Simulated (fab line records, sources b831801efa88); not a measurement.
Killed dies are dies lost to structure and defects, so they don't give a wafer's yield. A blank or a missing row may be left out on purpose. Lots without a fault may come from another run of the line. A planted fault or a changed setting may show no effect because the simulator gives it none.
One fault seen from 2 desks | flow sky130 | each desk has only its own numbers; what lay behind them comes last

THE METROLOGY DESK
What the gauges read, lot by lot, whatever tool the lot ran on: means of the sampled wafers that have a number. A lot is out of limits, marked OUT, if its mean lies more than 4 standard deviations from the usual mean; the brackets give that distance.
Columns: A = LDD_N_TW at SKY_LDD_N_TW_MEAS_17, usual 2559; B = SPACER_CVD_00_THK at SKY_SPACER_THK_MEAS_01, usual 42.7 nm; C = SD_P_OVL at SKY_SD_P_OVL_MEAS_08, usual -0.7 nm
lot  | first seen here | A    | B              | C
L175 | day 17 13:05    | 2547 | 42.8           | -1.0
L176 | day 18 08:04    | 2534 | 42.9           | -0.6
L177 | day 18 21:50    | 2548 | 42.4           | 0.1
L178 | day 19 04:12    | 2547 | 42.2           | -1.2
L179 | day 19 11:16    | 2581 | 43.0           | -2.7
L181 | day 20 02:38    | 2551 | 54.6 (+25) OUT | -1.0
L182 | day 20 11:54    | 2582 | 55.3 (+26) OUT | -3.0
L189 | day 23 05:29    | 2552 | 42.0           | -2.3
L192 | day 24 03:13    | 2574 | 42.8           | 1.6
L193 | day 24 12:23    | 2570 | 42.4           | 1.5
L194 | day 24 21:43    | 2559 | 43.6           | -2.1
L195 | day 25 05:10    | 2553 | 42.9           | -1.5
L197 | day 25 10:38    | 2554 | 42.9           | 1.4
L198 | day 26 04:13    | 2552 | 42.9           | -0.7
This desk's finding: out of limits on L181, L182; first on L181, day 25 09:26 (SPACER_CVD_00_THK at SKY_SPACER_THK_MEAS_01). In limits: L175, L176, L177, L178, L179, L189, L192, L193, L194, L195, L197, L198.

THE TOOL OWNER'S DESK: lpcvd-02
The tool's own readings at SKY_SPACER_CVD_00 (deposits Si3N4 from DCS/NH3, target thk 43.1 nm, time 740 s): means of the sampled wafers that have a number, for each lot that ran on this tool. A lot is out of limits, marked OUT, if its mean lies more than 4 standard deviations from the usual mean; the brackets give that distance.
Columns: A = spike_tc_bottom_C at SKY_SPACER_CVD_00, usual 789.8 C; B = spike_tc_centre_C at SKY_SPACER_CVD_00, usual 770.8 C; C = spike_tc_lower_C at SKY_SPACER_CVD_00, usual 768.6 C; D = spike_tc_top_C at SKY_SPACER_CVD_00, usual 785.3 C; E = spike_tc_upper_C at SKY_SPACER_CVD_00, usual 769.8 C; F = susceptor_temp_C at SKY_SPACER_CVD_00, usual 770.0 C; G = zone_power_bottom_pct at SKY_SPACER_CVD_00, usual 20.0 %
lot  | first seen here | A               | B                | C                | D                | E               | F               | G
L175 | day 22 16:31    | 790.1           | 769.3            | 768.2            | 785.3            | 770.6           | 770.4           | 20.5
L176 | day 23 13:54    | 790.8           | 769.5            | 767.6            | 784.2            | 769.4           | 770.0           | 20.5
L177 | day 24 03:43    | 789.7           | 769.4            | 767.6            | 784.4            | 769.4           | 769.7           | 20.7
L178 | day 24 09:20    | 791.4           | 768.9            | 768.1            | 784.4            | 770.5           | 769.8           | 20.8
L179 | day 24 15:10    | 790.1           | 769.8            | 767.7            | 784.0            | 769.0           | 769.5           | 20.6
L181 | day 25 08:12    | 803.2 (+12) OUT | 781.5 (+5.6) OUT | 780.6 (+8.5) OUT | 797.0 (+9.8) OUT | 782.5 (+14) OUT | 783.6 (+40) OUT | 21.5
L182 | day 25 17:23    | 802.6 (+12) OUT | 786.1 (+8.0) OUT | 783.2 (+10) OUT  | 799.4 (+12) OUT  | 782.6 (+14) OUT | 782.8 (+38) OUT | 19.9
L189 | day 28 07:23    | 789.5           | 769.4            | 768.2            | 784.4            | 769.8           | 770.1           | 20.4
L192 | day 29 02:44    | 788.5           | 771.4            | 769.4            | 785.5            | 770.3           | 770.2           | 19.3
L193 | day 29 10:16    | 789.1           | 772.1            | 769.8            | 786.0            | 770.1           | 770.2           | 19.3
L194 | day 29 20:53    | 789.6           | 773.2            | 770.2            | 786.1            | 769.1           | 770.3           | 19.6
L195 | day 30 02:20    | 790.6           | 769.1            | 767.8            | 785.3            | 769.3           | 770.2           | 20.5
L197 | day 30 06:17    | 789.6           | 772.6            | 770.8            | 786.2            | 769.8           | 770.7           | 19.4
L198 | day 30 23:41    | 789.9           | 769.0            | 767.7            | 784.3            | 769.2           | 769.9           | 20.5
This desk's finding: out of limits on L181, L182; first on L181, day 25 08:12 (spike_tc_bottom_C at SKY_SPACER_CVD_00). In limits: L175, L176, L177, L178, L179, L189, L192, L193, L194, L195, L197, L198.

PUT TOGETHER
The tool owner's desk could have raised an alarm at day 25 08:12, on L181, L182.
The metrology desk could have raised an alarm at day 25 09:26, on L181, L182.
Of the lots named, all ran SKY_SPACER_CVD_00 on lpcvd-02.

WHAT THE SIMULATOR HAD PUT IN
Process parameter drift: lpcvd-02, from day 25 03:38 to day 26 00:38, at SKY_SPACER_CVD_00. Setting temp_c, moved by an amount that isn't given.
Lots struck among those shown: L181, L182.
Hours from the fault's start to each desk's first reading out of limits: the tool owner's desk, 5; the metrology desk, 6.
